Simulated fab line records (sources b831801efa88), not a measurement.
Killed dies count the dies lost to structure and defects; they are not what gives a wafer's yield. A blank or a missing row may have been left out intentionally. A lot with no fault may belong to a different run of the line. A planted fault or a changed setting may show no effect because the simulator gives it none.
Which tool was responsible? | flow gf180mcu | 11 lots with 33 wafers sampled at 6 steps, on a route of 602 steps

== WHAT THE GAUGES SHOWED, per wafer ==
GF_PSD_TW_MEAS_11. Usual: PSD_TW gives 3174 (standard deviation 24).
lot  | measured     | on            | PSD_TW                        | flag
L380 | day 14 02:20 | film metro-04 | 3161 3171 3144                |
L381 | day 14 12:06 | film metro-04 | 3142 3161 3151                |
L384 | day 15 12:27 | film metro-02 | 3151 3170 3171                |
L388 | day 17 02:28 | film metro-01 | 3204 3216 3230                |
L389 | day 17 14:12 | film metro-02 | 3161 3141 3156                |
L390 | day 17 18:21 | film metro-01 | 3192 3215 3217                |
L395 | day 19 16:41 | film metro-02 | 3153 3170 3172                |
L396 | day 19 21:08 | film metro-04 | 3007 3009 3017 3010 2995 3001 | OFF
L397 | day 20 09:17 | film metro-04 | 3005 3007 3010 3007 3009 3008 | OFF
L402 | day 22 01:19 | film metro-02 | 3147 3163 3171                |
L403 | day 22 07:50 | film metro-01 | 3201 3215 3209                |

GF_PSD_RS_MEAS_15: measures by four-point-probe. Usual: PSD_RS gives 108.57 ohm/sq (standard deviation 0.27).
lot  | measured     | on            | PSD_RS (ohm/sq)                           | flag
L380 | day 14 02:38 | film metro-02 | 108.91 108.65 108.87                      |
L381 | day 14 12:25 | film metro-02 | 108.11 108.48 108.46                      |
L384 | day 15 12:46 | film metro-04 | 108.65 108.32 108.62                      |
L388 | day 17 02:49 | film metro-02 | 107.88 108.07 107.74                      |
L389 | day 17 14:37 | film metro-04 | 108.65 108.58 108.50                      |
L390 | day 17 18:41 | film metro-02 | 108.51 108.44 108.41                      |
L395 | day 19 16:59 | film metro-02 | 109.03 108.55 108.60                      |
L396 | day 20 01:01 | film metro-01 | 121.67 122.07 122.14 121.97 122.10 121.95 | OFF
L397 | day 20 12:20 | film metro-01 | 121.41 121.02 121.44 121.57 121.01 121.71 | OFF
L402 | day 22 01:38 | film metro-04 | 108.77 108.60 108.35                      |
L403 | day 22 08:11 | film metro-02 | 108.38 108.48 108.25                      |

GF_M2_CD_MEAS_14 targets a cd of 280 nm. Usual: cd nm reads 280.1 nm (standard deviation 1.4).
lot  | measured     | on        | cd nm (nm)        | flag
L380 | day 19 01:14 | cd sem-01 | 280.4 279.9 280.0 |
L381 | day 19 12:28 | cd sem-01 | 279.8 279.1 279.9 |
L384 | day 20 15:05 | cd sem-01 | 284.1 283.6 283.4 |
L388 | day 22 06:57 | cd sem-02 | 281.5 281.2 280.0 |
L389 | day 22 17:50 | cd sem-02 | 279.2 277.2 276.9 |
L390 | day 22 22:40 | cd sem-02 | 280.2 280.3 281.0 |
L395 | day 24 17:46 | cd sem-01 | 281.1 280.6 282.1 |
L402 | day 26 21:04 | cd sem-01 | 279.7 279.6 279.8 |
L403 | day 27 03:44 | cd sem-01 | 278.8 279.7 280.0 |

== WHAT TOOL EACH LOT RAN ON (gives the tool, then ch and the chambers of the sampled wafers, and finally the start) ==
lot  | GF_PSD_IMPLANT_09               | GF_PSD_STRIP_10                      | GF_M2_SPUTTER_03
L380 | implanter-02 ch 0, day 14 02:05 | plasma asher-04 ch 1, day 14 02:14   | pvd sputter-03, day 18 01:45
L381 | implanter-01 ch 0, day 14 11:51 | plasma asher-04 ch 0,1, day 14 12:00 | pvd sputter-02, day 18 12:58
L384 | implanter-02 ch 0, day 15 12:12 | plasma asher-04 ch 0,1, day 15 12:21 | pvd sputter-04, day 19 15:40
L388 | implanter-03 ch 0, day 17 02:16 | plasma asher-03 ch 0,1, day 17 02:22 | pvd sputter-04, day 21 07:18
L389 | implanter-03 ch 0, day 17 13:58 | plasma asher-01 ch 0,1, day 17 14:05 | pvd sputter-02, day 21 18:24
L390 | implanter-03 ch 0, day 17 18:08 | plasma asher-01 ch 0,1, day 17 18:16 | pvd sputter-04, day 21 23:56
L395 | implanter-01 ch 0, day 19 16:26 | plasma asher-03 ch 0,1, day 19 16:35 | pvd sputter-02, day 23 19:38
L396 | implanter-03 ch 0, day 19 20:54 | plasma asher-04 ch 0,1, day 19 21:02 | -
L397 | implanter-03 ch 0, day 20 09:02 | plasma asher-01 ch 0,1, day 20 09:11 | -
L402 | implanter-02 ch 0, day 22 01:03 | plasma asher-03 ch 0,1, day 22 01:11 | pvd sputter-04, day 26 00:39
L403 | implanter-02 ch 0, day 22 07:35 | plasma asher-03 ch 0,1, day 22 07:44 | pvd sputter-02, day 26 06:52
- GF_PSD_IMPLANT_09
- GF_PSD_STRIP_10: strips in O2/N2.
- GF_M2_SPUTTER_03: material Ti, target thk 10 nm, time 6.7 s.

== WHAT THE TOOLS THEMSELVES READ (means of the sampled wafers that have a number; where no wafer has one, the mark that the record gives instead) ==
GF_PSD_IMPLANT_09. Usual: beam on s 10.00 s, standard deviation 0.18; faraday current uA 8250, standard deviation 150.
lot  | tool         | beam on s (s) | faraday current uA | flag
L380 | implanter-02 | 9.94          | 8296               |
L381 | implanter-01 | 10.04         | 8227               |
L384 | implanter-02 | 10.38         | 7922               |
L388 | implanter-03 | 10.02         | 8226               |
L389 | implanter-03 | 9.87          | 8366               |
L390 | implanter-03 | 9.98          | 8275               |
L395 | implanter-01 | 10.00         | 8250               |
L396 | implanter-03 | 7.73          | 10645              | OFF
L397 | implanter-03 | 7.75          | 10605              | OFF
L402 | implanter-02 | 9.95          | 8297               |
L403 | implanter-02 | 10.02         | 8219               |

GF_PSD_STRIP_10. Usual: drypump motor current A 5.8 A, standard deviation 0.47; heater power w 310 W, standard deviation 44; oes product au 0.592 a.u., standard deviation 0.0046; strip time to endpoint s 16.53 s, standard deviation 0.034.
lot  | tool            | drypump motor current A (A) | heater power w (W) | oes product au (a.u.) | strip time to endpoint s (s) | flag
L380 | plasma asher-04 | 6.1                         | 385                | 0.592                 | 16.58                        |
L381 | plasma asher-04 | 6.0                         | 313                | 0.592                 | 16.52                        |
L384 | plasma asher-04 | 6.0                         | 348                | 0.590                 | 16.48                        |
L388 | plasma asher-03 | 5.2                         | 322                | 0.588                 | 16.52                        |
L389 | plasma asher-01 | 6.1                         | 294                | 0.588                 | 16.53                        |
L390 | plasma asher-01 | 6.3                         | 273                | 0.593                 | 16.55                        |
L395 | plasma asher-03 | 5.4                         | 310                | 0.591                 | 16.50                        |
L396 | plasma asher-04 | 6.0                         | 309                | 0.609                 | 15.83                        | OFF
L397 | plasma asher-01 | 6.3                         | 268                | 0.610                 | 15.81                        | OFF
L402 | plasma asher-03 | 5.4                         | 316                | 0.592                 | 16.53                        |
L403 | plasma asher-03 | 5.1                         | 322                | 0.594                 | 16.58                        |

GF_M2_SPUTTER_03. Usual: throttle valve pct reads 30.1 % (standard deviation 1).
lot  | tool           | throttle valve pct (%) | flag
L380 | pvd sputter-03 | 29.3                   |
L381 | pvd sputter-02 | 30.4                   |
L384 | pvd sputter-04 | 31.0                   |
L388 | pvd sputter-04 | 31.0                   |
L389 | pvd sputter-02 | 31.0                   |
L390 | pvd sputter-04 | 29.4                   |
L395 | pvd sputter-02 | 30.4                   |
L402 | pvd sputter-04 | 31.1                   |
L403 | pvd sputter-02 | 30.2                   |

== THE ANSWER, worked out from the rows above alone ==
Rule: a lot counts as off when the mean over its wafers that have a number is more than 3 standard deviations away from the usual mean. Also off: a lot with no number at a reading for which 4 or more lots have one. Any other lot the step has rows for is counted as sound. After the gauges, taken in route order, come the tools' own readings; for these a lot's mean is taken, as printed above. The first step at which some lot is off is used, and at that step the reading that is off furthest; a lot without a number counts as furthest.
Off: L396, L397, at GF_PSD_TW_MEAS_11 (PSD_TW).
If a tool, at a process step before that reading, ran all the lots that are off and no sound lot after the first of them, it fits. The gauges at GF_PSD_TW_MEAS_11 aren't tried: what is off there is off at GF_PSD_RS_MEAS_15 too, on other tools, and a gauge's error can't cause that. One fits: implanter-03 at GF_PSD_IMPLANT_09. Its last sound lot is L390 (day 17 18:08), its first lot that is off L396 (day 19 20:54): a fault that began between those two fits.
The tool's own readings at GF_PSD_IMPLANT_09 bear it out: on the lots that are off they differ by more than 5 times the standard deviation of the sound lots' means. beam on s reads 7.74 s there against 10.02 s on the sound lots; faraday current uA reads 10625 there against 8231 on the sound lots.

== WHAT THE SIMULATOR HAD PUT IN ==
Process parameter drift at GF_PSD_IMPLANT_09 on implanter-03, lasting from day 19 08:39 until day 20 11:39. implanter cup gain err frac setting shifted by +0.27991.
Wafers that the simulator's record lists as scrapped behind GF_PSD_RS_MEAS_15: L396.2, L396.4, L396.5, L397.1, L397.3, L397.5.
Struck lots among those shown: L396, L397. The rule given above showed the same thing.
